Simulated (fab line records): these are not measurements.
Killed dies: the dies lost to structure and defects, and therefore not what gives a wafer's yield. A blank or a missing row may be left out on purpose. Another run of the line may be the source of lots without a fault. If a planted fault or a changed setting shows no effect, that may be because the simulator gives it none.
Chamber matching | flow sky130 | SKY_FIELD_ISO_ETCH_17 on rieSi-01 has 4 sister chambers
The step etches Si in HBr/Cl2/O2, target depth 342 nm, time 97.7 s. 8 wafers are shown with their chamber, then 8 later ones without.

WAFERS, EACH WITH ITS CHAMBER
wafer  | chamber | oesProductAu (a.u.) | throttleValvePct (%)
L759.3 | 1       | 1.010               | 25.661
L760.6 | 3       | 1.001               | 25.656
L763.1 | 2       | 0.997               | 25.662
L763.4 | 3       | 1.010               | 25.637
L764.1 | 1       | 1.015               | 25.635
L764.2 | 2       | 0.996               | 25.649
L764.3 | 0       | 1.006               | 25.643
L771.2 | 0       | 1.015               | 25.657

WAFERS WHOSE CHAMBER IS MISSING
wafer  | oesProductAu (a.u.) | throttleValvePct (%)
L771.4 | 0.998               | 25.647
L771.5 | 1.014               | 25.646
L776.2 | 1.002               | 25.635
L776.3 | 1.005               | 25.652
L776.5 | 1.008               | 25.634
L778.1 | 1.003               | 25.660
L778.2 | 0.997               | 25.660
L778.3 | 1.015               | 25.641

WHICH CHAMBER EACH WENT THROUGH
wafer  | from the rows above               | in truth
L771.4 | can't be placed: 2 or 3 or 0      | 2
L771.5 | can't be placed: 1 or 0 or 3      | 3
L776.2 | can't be placed: 3 or 2 or 0 or 1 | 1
L776.3 | can't be placed: 3 or 0 or 1 or 2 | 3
L776.5 | can't be placed: 3 or 0 or 1 or 2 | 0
L778.1 | can't be placed: 3 or 2 or 0 or 1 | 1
L778.2 | can't be placed: 2 or 3           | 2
L778.3 | can't be placed: 1 or 0 or 3      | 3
0 of 8 placed correctly. Unplaceable from these rows: 8, with the true chamber sitting among the candidates in 8. Wrongly placed: 0.
How it was worked out, from the rows above alone: a wafer's distance from a chamber is the root of the sum, over the readings, of the square of ((its reading less the chamber's mean) divided by the reading's scatter). If the next closest chamber is less than 2 further off than the closest, the wafer can't be placed; otherwise it belongs to the closest. The mean given for a chamber averages the wafers shown for that chamber. The scatter: take each reading less its chamber's mean, square it, sum over the shown wafers, divide by the number of wafers less the number of chambers, and take the root.
